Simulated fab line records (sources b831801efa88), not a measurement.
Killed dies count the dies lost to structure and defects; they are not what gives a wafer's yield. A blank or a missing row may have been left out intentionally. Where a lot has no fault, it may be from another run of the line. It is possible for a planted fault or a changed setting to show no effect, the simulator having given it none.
Which tool was responsible?	flow sky130	42 wafers from 14 lots sampled at 3 of the route's 708 steps

WHAT THE GAUGES SHOWED, per wafer
SKY_VT_ADJUST_NCORE_CD_MEAS_07: target cd 380 nm.
lot	measured	on	cd-nm (nm)
L682	day 8 21:07	cd-sem-02	379.7 382.2 381.0
L683	day 9 11:18	cd-sem-02	377.3 377.7 378.0
L685	day 9 18:58	cd-sem-01	373.8 373.1 374.1
L691	day 11 13:58	cd-sem-01	376.7 377.9 379.1
L692	day 11 17:49	cd-sem-01	377.4 376.4 379.1
L694	day 12 11:02	cd-sem-01	383.4 382.5 382.0
L695	day 12 21:30	cd-sem-01	378.5 378.2 379.7
L696	day 13 14:02	cd-sem-01	382.3 379.0 378.6
L697	day 13 18:29	cd-sem-01	378.9 379.2 381.6
L698	day 13 17:37	cd-sem-01	378.8 377.3 376.6
L700	day 14 06:08	cd-sem-01	377.9 381.0 380.1
L702	day 14 13:03	cd-sem-01	380.1 382.4 382.6
L701	day 14 15:35	cd-sem-01	381.4 382.6 379.8
L703	day 14 21:55	cd-sem-01	382.6 380.0 380.8

EACH LOT AND THE TOOL THAT RAN IT (in order: tool; ch and the chambers of the sampled wafers; start)
lot	SKY_FIELD_ISO_STRIP_16	SKY_DNWELL_STRIP_08
L682	plasma-asher-03 ch 0,1, day 2 11:15	plasma-asher-01 ch 0,1, day 3 11:28
L683	plasma-asher-04 ch 0,1, day 2 17:12	plasma-asher-01 ch 0,1, day 3 22:41
L685	plasma-asher-03 ch 0,1, day 3 02:47	plasma-asher-01 ch 0,1, day 4 04:16
L691	plasma-asher-03 ch 0,1, day 4 09:44	plasma-asher-03 ch 0,1, day 5 10:51
L692	plasma-asher-03 ch 0,1, day 4 14:55	plasma-asher-03 ch 0,1, day 5 14:33
L694	plasma-asher-03 ch 0,1, day 5 02:17	plasma-asher-01 ch 0,1, day 6 03:37
L695	plasma-asher-02 ch 0,1, day 5 04:51	plasma-asher-04 ch 0, day 6 12:07
L696	plasma-asher-03 ch 0,1, day 5 11:34	plasma-asher-04 ch 0,1, day 6 23:43
L697	plasma-asher-02 ch 0,1, day 5 16:56	plasma-asher-01 ch 0,1, day 7 03:31
L698	plasma-asher-03 ch 0,1, day 5 22:37	plasma-asher-01 ch 0,1, day 7 02:51
L700	plasma-asher-04 ch 0,1, day 6 08:26	plasma-asher-04 ch 0,1, day 7 12:52
L702	plasma-asher-02 ch 0, day 6 16:53	plasma-asher-04 ch 0, day 7 18:58
L701	plasma-asher-02 ch 0,1, day 6 18:09	plasma-asher-03 ch 0,1, day 7 19:20
L703	plasma-asher-02 ch 0,1, day 7 00:32	plasma-asher-04 ch 0,1, day 8 02:40
- SKY_FIELD_ISO_STRIP_16: strips in O2/N2.
- SKY_DNWELL_STRIP_08: strips in O2/N2.

AS READ BY THE TOOLS THEMSELVES (means over the sampled wafers that have a number; for cases with no such wafer, the mark the record gives instead)
SKY_FIELD_ISO_STRIP_16.
lot	tool	drypump-motor-current-A (A)	oes-product-au (a.u.)	strip-time-to-endpoint-s (s)
L682	plasma-asher-03	5.43	0.380	3.56
L683	plasma-asher-04	5.85	0.377	3.58
L685	plasma-asher-03	5.58	0.377	3.53
L691	plasma-asher-03	5.57	0.382	3.61
L692	plasma-asher-03	5.58	0.379	3.59
L694	plasma-asher-03	5.45	0.385	3.61
L695	plasma-asher-02	5.59	0.375	3.53
L696	plasma-asher-03	5.44	0.378	3.62
L697	plasma-asher-02	5.57	0.380	3.56
L698	plasma-asher-03	5.57	0.378	3.59
L700	plasma-asher-04	5.86	0.384	3.58
L702	plasma-asher-02	5.76	0.379	3.57
L701	plasma-asher-02	5.44	0.377	3.58
L703	plasma-asher-02	5.60	0.377	3.50

SKY_DNWELL_STRIP_08.
lot	tool	drypump-motor-current-A (A)	oes-product-au (a.u.)	strip-time-to-endpoint-s (s)
L682	plasma-asher-01	5.50	0.722	36.97
L683	plasma-asher-01	5.54	0.724	37.22
L685	plasma-asher-01	5.49	0.722	36.95
L691	plasma-asher-03	5.60	0.721	37.00
L692	plasma-asher-03	5.60	0.723	36.82
L694	plasma-asher-01	5.49	0.723	36.87
L695	plasma-asher-04	5.66	0.722	37.01
L696	plasma-asher-04	5.75	0.723	37.14
L697	plasma-asher-01	5.48	0.727	36.94
L698	plasma-asher-01	5.50	0.718	36.95
L700	plasma-asher-04	5.84	0.719	36.97
L702	plasma-asher-04	5.67	0.722	37.11
L701	plasma-asher-03	5.43	0.721	36.84
L703	plasma-asher-04	5.75	0.724	36.87

THE ANSWER, worked out from the rows above alone
Rule: usual is defined by the lots themselves. Put in order of their means at a reading, lots are off if they are a third of the lots or fewer, leave a main group of 4 or more, and stand apart from it by a gap of 3 or more times the standard deviation of the main group's means; of several such gaps the widest counts. If all means in a main group match to the digits the tables above print for the reading, that group is not used. A lot without any number at a reading at which 4 lots or more have one is off too. All remaining lots with rows at the step are treated as sound. The gauges are gone through in route order, then the tools' own readings, and for those a lot's mean is taken as printed above. The first step at which some lot is off is used, and at that step the reading that is off furthest; a lot without a number counts as furthest.
No lot is off on any of the readings shown, so nothing can be concluded from this.

WHAT THE SIMULATOR HAD INSERTED
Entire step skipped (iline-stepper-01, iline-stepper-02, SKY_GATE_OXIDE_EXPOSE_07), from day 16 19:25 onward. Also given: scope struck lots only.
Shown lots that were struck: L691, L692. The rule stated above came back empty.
